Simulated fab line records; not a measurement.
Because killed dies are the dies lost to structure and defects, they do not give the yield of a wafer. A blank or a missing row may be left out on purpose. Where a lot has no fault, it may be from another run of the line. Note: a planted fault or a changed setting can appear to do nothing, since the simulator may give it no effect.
A struck lot beside a sound one :: flow sky130 :: 16 out of 708 route steps
Sound: the wafers L779.1, L779.2, L779.3. Struck: wafer L789.6 (L789.1, L789.2, from the same lot, were not struck and are left out); the cause is given at the end.
Order at every step that has rows: each side's tool, ch and its chambers, its first start. Under that, the readings that differ: sound wafers :: struck wafers :: difference of the means :: sigmas: that difference in standard deviations of wafers without a fault.
alike: same words and numbers on both sides, and readings whose means sit less than 2 such deviations apart. not compared: any withheld reading, any reading some wafer has no value for, any bound like >300 that may hide the same value, and any number with overlapping values for which the record gives no deviation.
Wherever a step has rows on one side only, a row that says differs or no value, or a row with sigmas, the two part there. Numbers that don't overlap but have no deviation are shown without sigmas and don't part them. Lack of a reading on every wafer of one side parts them only where that side has two or more wafers.

SKY_POLY_GATE_THK_MEAS_04:
  struck on filmMetro-01, day 19 14:19; sound on filmMetro-01, day 14 18:27
reading: POLY_GATE_CVD_03_THK (nm)
sound: 74.1 74.7 75.2
struck: 76.4
difference: +1.7
sigmas: +2
then, 8 steps without rows for these wafers: SKY_POLY_GATE_DEHYDRATE_05 (time 60 s); SKY_POLY_GATE_HMDS_06 (prime time 60 s); SKY_POLY_GATE_COAT_07 (resist thk 110 nm); SKY_POLY_GATE_COAT_08 (resist thk 450 nm); SKY_POLY_GATE_SOFTBAKE_09 (time 90 s); SKY_POLY_GATE_EXPOSE_10 (exposes mask P1M, target cd 150 nm); SKY_POLY_GATE_PEB_11; SKY_POLY_GATE_DEVELOP_12 (develop time 60 s).
SKY_POLY_GATE_CD_MEAS_13 targets a cd of 150 nm.
  struck on cdSem-02, day 20 21:08; sound on cdSem-02, day 15 20:57
  alike: cdNm
SKY_POLY_GATE_OVL_MEAS_14:
  struck on overlay-01, day 20 21:15; sound on overlay-01, day 15 21:04
  alike: POLY_GATE_OVL
SKY_POLY_GATE_ETCH_15: etches BARC in N2/H2, stops on SiO2, time 118.5 s, target depth 110 nm.
  sound on rieDiel-03 ch 0,2,3, day 15 21:07; struck on rieDiel-01 ch 2, day 20 21:17
  alike: biasW, drypumpMotorCurrentA, n2FlowSccm, oesProductAu, throttleValvePct
  not compared: rfHoursCounterH
SKY_POLY_GATE_ETCH_16: etches Si3N4 in CH3F/O2, stops on poly-Si, time 147.5 s, target depth 75 nm.
  sound on rieDiel-03 ch 0,2,3, day 15 21:11; struck on rieDiel-01 ch 2, day 20 21:22
reading: biasW (W)
sound: 80.21 79.99 80.08
struck: 91.69
difference: +11.60
sigmas: +45

reading: model.KrF-thick_of_POLY_GATE_COAT_08.thkNm (nm)
sound: 236.9 232.4 236.1
struck: 224.9
difference: -10.2
sigmas: 
  alike: drypumpMotorCurrentA, oesProductAu, throttleValvePct
  not compared: rfHoursCounterH
SKY_POLY_GATE_ETCH_17: etches poly-Si in HBr/Cl2, stops on SiO2, target depth 180 nm, time 70.5 s.
  sound on rieSi-01 ch 0,2,3, day 15 21:17; struck on rieSi-02 ch 0, day 20 21:28
reading: oesProductAu (a.u.)
sound: 0.989 0.993 0.979
struck: 0.970
difference: -0.017
sigmas: -2

reading: model.KrF-thick_of_POLY_GATE_COAT_08.thkNm (nm)
sound: 143.3 138.4 143.3
struck: 131.9
difference: -9.8
sigmas: 
  alike: biasW, drypumpMotorCurrentA, throttleValvePct
  not compared: rfHoursCounterH
SKY_POLY_GATE_STRIP_18: strips in O2/N2.
  sound on plasmaAsher-01 ch 0,1, day 15 21:20; struck on plasmaAsher-03 ch 0, day 20 21:32
reading: stripTimeToEndpointS (s)
sound: 3.20 3.14 3.20
struck: 3.08
difference: -0.10
sigmas: -3
  alike: drypumpMotorCurrentA, n2FlowSccm, oesProductAu
  not compared: rfHoursCounterH
SKY_PAD_OPEN_PROBE_99:
  the record holds rows for the sound wafers here (prober-01, day 44 21:50) but none for the struck ones

## WHERE THEY PART
First at SKY_POLY_GATE_THK_MEAS_04; last, within this record, at SKY_PAD_OPEN_PROBE_99.

WHY: whatever the simulator had introduced
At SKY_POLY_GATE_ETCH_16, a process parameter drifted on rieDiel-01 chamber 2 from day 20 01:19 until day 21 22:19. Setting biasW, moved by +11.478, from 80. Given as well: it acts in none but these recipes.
